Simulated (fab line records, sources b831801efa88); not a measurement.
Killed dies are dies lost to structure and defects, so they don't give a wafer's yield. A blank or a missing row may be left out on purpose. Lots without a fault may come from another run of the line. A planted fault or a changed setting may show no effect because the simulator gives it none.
Which tool did it? | flow sky130 | 15 lots, 45 wafers sampled, at 6 steps of a route of 708

WHAT THE GAUGES READ, wafer by wafer
SKY_POLY_GATE_OVL_MEAS_14. Usual: POLY_GATE_OVL -1 nm, standard deviation 6.5.
lot  | measured     | on         | POLY_GATE_OVL (nm) | flag
L434 | day 17 07:50 | overlay-01 | 9 10 -1            |
L435 | day 17 09:09 | overlay-02 | 1 -2 -4            |
L436 | day 17 11:04 | overlay-02 | 7 13 6             |
L439 | day 19 14:35 | overlay-01 | 0 -4 -2            |
L440 | day 19 21:56 | overlay-02 | 0 -2 7             |
L444 | day 20 13:29 | overlay-02 | 5 -2 3             |
L445 | day 20 16:30 | overlay-02 | 5 3 -1             |
L446 | day 21 00:02 | overlay-02 | -5 2 5             |
L447 | day 21 14:35 | overlay-02 | -9 -10 -8          |
L450 | day 22 17:41 | overlay-02 | 5 7 6              |
L452 | day 23 15:32 | overlay-01 | 4 -4 1             |
L453 | day 23 19:24 | overlay-02 | 4 11 4             |
L454 | day 24 06:26 | overlay-02 | 0 -5 -2            |
L455 | day 24 13:56 | overlay-02 | 4 5 9              |
L456 | day 24 17:47 | overlay-01 | -3 -3 4            |

SKY_LDD_HVN_TW_MEAS_10. Usual: LDD_HVN_TW 1440, standard deviation 12.
lot  | measured     | on            | LDD_HVN_TW     | flag
L434 | day 21 12:05 | film_metro-04 | 1435 1432 1429 |
L435 | day 21 12:56 | film_metro-04 | 1436 1430 1433 |
L436 | day 21 12:25 | film_metro-03 | 1447 1454 1452 |
L439 | day 23 16:32 | film_metro-03 | 1453 1444 1453 |
L440 | day 23 19:31 | film_metro-03 | 1451 1445 1454 |
L444 | day 24 10:31 | film_metro-02 | 30 30 30       | OFF
L445 | day 24 13:46 | film_metro-02 | 30 30 30       | OFF
L446 | day 24 22:45 | film_metro-02 | 30 30 30       | OFF
L447 | day 25 12:49 | film_metro-03 | 1456 1447 1446 |
L450 | day 26 13:44 | film_metro-02 | 1424 1419 1426 |
L452 | day 27 11:00 | film_metro-04 | 1452 1445 1442 |
L453 | day 27 14:02 | film_metro-04 | 1438 1440 1445 |
L454 | day 28 02:22 | film_metro-03 | 1454 1453 1447 |
L455 | day 28 08:38 | film_metro-04 | 1442 1454 1452 |
L456 | day 28 14:10 | film_metro-04 | 1452 1457 1452 |

SKY_POLY_CUT_OVL_MEAS_09. Usual: POLY_CUT_OVL 3 nm, standard deviation 6.9.
lot  | measured     | on         | POLY_CUT_OVL (nm) | flag
L434 | day 25 09:02 | overlay-01 | 8 2 11            |
L435 | day 25 12:00 | overlay-01 | 2 -10 -5          |
L436 | day 25 09:24 | overlay-01 | -4 -4 -6          |
L439 | day 27 14:35 | overlay-02 | 1 12 3            |
L440 | day 27 15:16 | overlay-01 | -6 -4 -5          |
L444 | day 28 04:23 | overlay-02 | 0 4 8             |
L445 | day 28 05:32 | overlay-02 | -4 -9 -2          |
L446 | day 28 16:59 | overlay-01 | 9 13 12           |
L447 | day 29 07:05 | overlay-01 | 15 10 11          |
L450 | day 30 06:07 | overlay-02 | 10 0 3            |
L452 | day 31 03:05 | overlay-01 | -4 -4 -5          |
L453 | day 31 05:56 | overlay-02 | 10 17 9           |
L454 | day 31 16:44 | overlay-02 | 3 3 4             |
L455 | day 31 22:53 | overlay-02 | 7 4 -2            |
L456 | day 32 04:14 | overlay-02 | 2 -2 2            |

WHICH TOOL RAN EACH LOT (tool, then ch and the chambers of the sampled wafers, then the start)
lot  | SKY_POLY_GATE_ETCH_15              | SKY_LDD_P_STRIP_10                   | SKY_LDD_HVN_STRIP_09
L434 | rie_diel-04 ch 0,2,3, day 17 07:52 | plasma_asher-02 ch 0,1, day 20 04:31 | plasma_asher-03 ch 0,1, day 21 11:59
L435 | rie_diel-02 ch 0,1, day 17 09:10   | plasma_asher-01 ch 0,1, day 20 05:37 | plasma_asher-01 ch 0,1, day 21 12:50
L436 | rie_diel-01 ch 0,3, day 17 11:05   | plasma_asher-04 ch 0,1, day 20 05:19 | plasma_asher-01 ch 0,1, day 21 12:19
L439 | rie_diel-02 ch 0,1,2, day 19 14:37 | plasma_asher-04 ch 0,1, day 22 09:28 | plasma_asher-03 ch 0,1, day 23 16:26
L440 | rie_diel-04 ch 1,2,3, day 19 21:58 | plasma_asher-02 ch 0,1, day 22 13:34 | plasma_asher-03 ch 0,1, day 23 19:25
L444 | rie_diel-02 ch 0,1,2, day 20 13:32 | plasma_asher-04 ch 0,1, day 23 05:34 | plasma_asher-04 ch 0,1, day 24 10:25
L445 | rie_diel-04 ch 0,1,3, day 20 16:31 | plasma_asher-02 ch 0,1, day 23 08:10 | plasma_asher-01 ch 0,1, day 24 13:40
L446 | rie_diel-04 ch 2,3, day 21 00:04   | plasma_asher-02 ch 0,1, day 23 16:40 | plasma_asher-03 ch 0,1, day 24 22:38
L447 | rie_diel-04 ch 1,2, day 21 14:37   | plasma_asher-01 ch 1, day 24 06:59   | plasma_asher-04 ch 0,1, day 25 12:42
L450 | rie_diel-01 ch 1,2, day 22 17:44   | plasma_asher-04 ch 0,1, day 25 08:34 | plasma_asher-04 ch 0,1, day 26 13:38
L452 | rie_diel-04 ch 0,1,3, day 23 15:34 | plasma_asher-04 ch 0,1, day 26 06:01 | plasma_asher-03 ch 0,1, day 27 10:54
L453 | rie_diel-01 ch 2,3, day 23 19:25   | plasma_asher-04 ch 0,1, day 26 09:39 | plasma_asher-03 ch 0,1, day 27 13:56
L454 | rie_diel-02 ch 1,2,3, day 24 06:29 | plasma_asher-01 ch 0,1, day 26 20:19 | plasma_asher-04 ch 0,1, day 28 02:16
L455 | rie_diel-04 ch 1,2,3, day 24 13:59 | plasma_asher-01 ch 0, day 27 03:04   | plasma_asher-04 ch 0,1, day 28 08:32
L456 | rie_diel-04 ch 1,2,3, day 24 17:49 | plasma_asher-01 ch 0,1, day 27 08:58 | plasma_asher-03 ch 0,1, day 28 14:04
- SKY_POLY_GATE_ETCH_15: etches BARC in N2/H2, stops on SiO2, time 118.5 s, target depth 110 nm.
- SKY_LDD_P_STRIP_10: strips in O2/N2.
- SKY_LDD_HVN_STRIP_09: strips in O2/N2.

WHAT THE TOOLS THEMSELVES READ (means of the sampled wafers that have a number; where no wafer has one, the mark that the record gives instead)
SKY_POLY_GATE_ETCH_15. Usual: chamber_pressure_mTorr 30.000 mTorr, standard deviation 0.027; drypump_motor_current_A 5.7 A, standard deviation 0.48; oes_product_au 0.716 a.u., standard deviation 0.0042; throttle_valve_pct 13.212 %, standard deviation 0.0083.
lot  | tool        | chamber_pressure_mTorr (mTorr) | drypump_motor_current_A (A) | oes_product_au (a.u.) | throttle_valve_pct (%) | flag
L434 | rie_diel-04 | 30.027                         | 5.9                         | 0.720                 | 13.213                 |
L435 | rie_diel-02 | 30.002                         | 5.5                         | 0.715                 | 13.217                 |
L436 | rie_diel-01 | 30.007                         | 5.9                         | 0.717                 | 13.210                 |
L439 | rie_diel-02 | 29.994                         | 5.8                         | 0.714                 | 13.211                 |
L440 | rie_diel-04 | 29.985                         | 5.4                         | 0.717                 | 13.207                 |
L444 | rie_diel-02 | 30.003                         | 5.9                         | 0.713                 | 13.211                 |
L445 | rie_diel-04 | 29.957                         | 5.9                         | 0.711                 | 13.208                 |
L446 | rie_diel-04 | 30.031                         | 5.4                         | 0.716                 | 13.210                 |
L447 | rie_diel-04 | 29.993                         | 5.1                         | 0.714                 | 13.216                 |
L450 | rie_diel-01 | 30.003                         | 6.0                         | 0.715                 | 13.209                 |
L452 | rie_diel-04 | 29.994                         | 5.9                         | 0.714                 | 13.219                 |
L453 | rie_diel-01 | 29.989                         | 6.1                         | 0.715                 | 13.215                 |
L454 | rie_diel-02 | 30.003                         | 5.9                         | 0.715                 | 13.213                 |
L455 | rie_diel-04 | 29.986                         | 5.4                         | 0.719                 | 13.203                 |
L456 | rie_diel-04 | 30.002                         | 5.4                         | 0.716                 | 13.219                 |

SKY_LDD_P_STRIP_10. Usual: chamber_pressure_mTorr 1500.0 mTorr, standard deviation 1.3; drypump_motor_current_A 5.86 A, standard deviation 0.26; o2_flow_sccm 3000 sccm, standard deviation 9.9; oes_product_au 0.715 a.u., standard deviation 0.0041; strip_time_to_endpoint_s 14.18 s, standard deviation 0.039.
lot  | tool            | chamber_pressure_mTorr (mTorr) | drypump_motor_current_A (A) | o2_flow_sccm (sccm) | oes_product_au (a.u.) | strip_time_to_endpoint_s (s) | flag
L434 | plasma_asher-02 | 1501.0                         | 5.69                        | 2996                | 0.713                 | 14.14                        |
L435 | plasma_asher-01 | 1500.2                         | 6.09                        | 3001                | 0.719                 | 14.17                        |
L436 | plasma_asher-04 | 1499.7                         | 5.77                        | 3006                | 0.718                 | 14.18                        |
L439 | plasma_asher-04 | 1499.5                         | 6.00                        | 3003                | 0.715                 | 14.23                        |
L440 | plasma_asher-02 | 1500.0                         | 5.67                        | 2994                | 0.710                 | 14.16                        |
L444 | plasma_asher-04 | -                              | -                           | -                   | -                     | -                            | OFF
L445 | plasma_asher-02 | -                              | -                           | -                   | -                     | -                            | OFF
L446 | plasma_asher-02 | -                              | -                           | -                   | -                     | -                            | OFF
L447 | plasma_asher-01 | 1499.3                         | 6.28                        | 2990                | 0.715                 | 14.19                        |
L450 | plasma_asher-04 | 1498.9                         | 5.98                        | 3000                | 0.715                 | 14.17                        |
L452 | plasma_asher-04 | 1500.9                         | 6.00                        | 2997                | 0.715                 | 14.20                        |
L453 | plasma_asher-04 | 1499.1                         | 5.79                        | 3006                | 0.716                 | 14.21                        |
L454 | plasma_asher-01 | 1500.7                         | 6.19                        | 3007                | 0.717                 | 14.18                        |
L455 | plasma_asher-01 | 1500.5                         | 5.96                        | 2991                | 0.717                 | 14.16                        |
L456 | plasma_asher-01 | 1500.7                         | 6.07                        | 2988                | 0.714                 | 14.16                        |

SKY_LDD_HVN_STRIP_09. Usual: chamber_pressure_mTorr 1500.0 mTorr, standard deviation 1.3; drypump_motor_current_A 5.8 A, standard deviation 0.32; o2_flow_sccm 3000 sccm, standard deviation 8.5; oes_product_au 0.409 a.u., standard deviation 0.0045; strip_time_to_endpoint_s 4.134 s, standard deviation 0.017.
lot  | tool            | chamber_pressure_mTorr (mTorr) | drypump_motor_current_A (A) | o2_flow_sccm (sccm) | oes_product_au (a.u.) | strip_time_to_endpoint_s (s) | flag
L434 | plasma_asher-03 | 1499.9                         | 5.6                         | 3000                | 0.411                 | 4.120                        |
L435 | plasma_asher-01 | 1499.4                         | 6.1                         | 3001                | 0.405                 | 4.132                        |
L436 | plasma_asher-01 | 1499.3                         | 6.2                         | 3003                | 0.404                 | 4.123                        |
L439 | plasma_asher-03 | 1499.1                         | 5.6                         | 2992                | 0.410                 | 4.155                        |
L440 | plasma_asher-03 | 1500.8                         | 5.5                         | 3010                | 0.408                 | 4.135                        |
L444 | plasma_asher-04 | 1499.8                         | 6.0                         | 2991                | 0.718                 | 21.798                       | OFF
L445 | plasma_asher-01 | 1500.0                         | 6.1                         | 3006                | 0.716                 | 21.759                       | OFF
L446 | plasma_asher-03 | 1498.8                         | 5.6                         | 3005                | 0.722                 | 21.668                       | OFF
L447 | plasma_asher-04 | 1500.5                         | 6.0                         | 2994                | 0.407                 | 4.127                        |
L450 | plasma_asher-04 | 1499.7                         | 6.0                         | 3008                | 0.408                 | 4.142                        |
L452 | plasma_asher-03 | 1500.2                         | 5.6                         | 3000                | 0.410                 | 4.164                        |
L453 | plasma_asher-03 | 1499.9                         | 5.5                         | 3002                | 0.413                 | 4.116                        |
L454 | plasma_asher-04 | 1501.2                         | 6.0                         | 2995                | 0.411                 | 4.153                        |
L455 | plasma_asher-04 | 1499.7                         | 6.0                         | 2999                | 0.411                 | 4.126                        |
L456 | plasma_asher-03 | 1499.5                         | 5.5                         | 3006                | 0.409                 | 4.162                        |

THE ANSWER, worked out from the rows above alone
Rule: a lot is off if the mean of its wafers that have a number lies more than 3 standard deviations from the usual mean. A lot without any number at a reading at which 4 lots or more have one is off too. The other lots that the step has rows for count as sound. The gauges are gone through in route order, then the tools' own readings, and for those a lot's mean is taken as printed above. The first step at which some lot is off is used, and at that step the reading that is off furthest; a lot without a number counts as furthest.
Off: L444, L445, L446, at SKY_LDD_HVN_TW_MEAS_10 (LDD_HVN_TW).
A tool fits if, at a process step before that reading, it ran every lot that is off, and no sound lot after the first of them. The gauges at SKY_LDD_HVN_TW_MEAS_10 aren't tried: what is off there is off at SKY_LDD_P_STRIP_10 too, on other tools, and a gauge's error can't cause that. None of those tried fits.

WHAT THE SIMULATOR HAD PUT IN
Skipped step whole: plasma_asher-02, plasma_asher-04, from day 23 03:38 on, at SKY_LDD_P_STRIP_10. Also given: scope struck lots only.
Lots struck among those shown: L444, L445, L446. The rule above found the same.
